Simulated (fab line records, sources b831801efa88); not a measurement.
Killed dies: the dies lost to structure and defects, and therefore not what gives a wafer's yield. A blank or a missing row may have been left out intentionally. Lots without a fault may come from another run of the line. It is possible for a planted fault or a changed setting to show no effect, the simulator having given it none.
Which tool was responsible?	flow gf180mcu	13 lots, 39 wafers sampled, at 2 steps of a route of 602

== WHAT THE GAUGES READ, wafer by wafer ==
GF_SALICIDE_RS_MEAS_04: measures by four-point-probe. Usual: SALICIDE_TIN_RS 16.44 ohm/sq, standard deviation 0.27.
lot	measured	on	SALICIDE_TIN_RS (ohm/sq)	flag
L699	day 15 13:37	film_metro-02	16.16 16.41 16.45	
L700	day 15 17:44	film_metro-01	15.95 16.55 16.40	
L704	day 17 01:39	film_metro-04	20.37 20.82 20.58 20.36 20.84 20.54	OFF
L706	day 17 17:47	film_metro-04	20.75 20.73 20.95 20.74 20.74 20.90	OFF
L711	day 19 20:55	film_metro-01	16.48 16.61 16.53	
L714	day 21 00:33	film_metro-01	16.55 16.56 16.70	
L715	day 21 02:58	film_metro-01	16.58 16.57 16.41	
L716	day 21 12:12	film_metro-01	16.76 16.77 16.64	
L717	day 21 21:10	film_metro-04	16.73 16.64 16.74	
L718	day 22 09:26	film_metro-04	15.97 16.09 15.87	
L719	day 23 07:17	film_metro-01	16.83 16.84 16.73	
L720	day 23 09:33	film_metro-01	16.56 16.01 16.30	
L721	day 23 22:39	film_metro-01	16.14 16.00 16.43	

== TOOL THAT RAN EACH LOT (tool first, then ch and the chambers of the sampled wafers, then the start) ==
lot	GF_SALICIDE_SPUTTER_02
L699	pvd_sputter-03, day 15 13:32
L700	pvd_sputter-04, day 15 17:40
L704	pvd_sputter-02, day 17 01:36
L706	pvd_sputter-02, day 17 17:43
L711	pvd_sputter-03, day 19 20:49
L714	pvd_sputter-03, day 21 00:29
L715	pvd_sputter-04, day 21 02:55
L716	pvd_sputter-03, day 21 12:09
L717	pvd_sputter-03, day 21 21:07
L718	pvd_sputter-04, day 22 09:22
L719	pvd_sputter-02, day 23 07:13
L720	pvd_sputter-03, day 23 09:30
L721	pvd_sputter-02, day 23 22:36
- GF_SALICIDE_SPUTTER_02: material Co, target thk 10 nm, time 20 s.

== WHAT THE TOOLS THEMSELVES READ (means of the sampled wafers that have a number; where no wafer has one, the mark that the record gives instead) ==
GF_SALICIDE_SPUTTER_02. Usual: throttle_valve_pct reads 30.3 % (standard deviation 1.3).
lot	tool	throttle_valve_pct (%)	flag
L699	pvd_sputter-03	30.4	
L700	pvd_sputter-04	29.0	
L704	pvd_sputter-02	30.7	
L706	pvd_sputter-02	30.1	
L711	pvd_sputter-03	31.6	
L714	pvd_sputter-03	31.0	
L715	pvd_sputter-04	29.3	
L716	pvd_sputter-03	30.9	
L717	pvd_sputter-03	30.9	
L718	pvd_sputter-04	29.1	
L719	pvd_sputter-02	31.3	
L720	pvd_sputter-03	29.8	
L721	pvd_sputter-02	30.7	

== THE ANSWER, worked out from the rows above alone ==
Rule: a lot counts as off when the mean over its wafers that have a number is more than 3 standard deviations away from the usual mean. A lot without any number at a reading at which 4 lots or more have one is off too. All remaining lots with rows at the step are treated as sound. The gauges are gone through in route order, then the tools' own readings, and for those a lot's mean is taken as printed above. The first step at which some lot is off is used, and at that step the reading that is off furthest; a lot without a number counts as furthest.
Off: L704, L706, at GF_SALICIDE_RS_MEAS_04 (SALICIDE_TIN_RS).
If a tool, at a process step before that reading, ran all the lots that are off and no sound lot after the first of them, it fits. Gauges at GF_SALICIDE_RS_MEAS_04: tried the same way as those tools. Not one of the candidates tried fits.

== WHAT THE SIMULATOR HAD PUT IN ==
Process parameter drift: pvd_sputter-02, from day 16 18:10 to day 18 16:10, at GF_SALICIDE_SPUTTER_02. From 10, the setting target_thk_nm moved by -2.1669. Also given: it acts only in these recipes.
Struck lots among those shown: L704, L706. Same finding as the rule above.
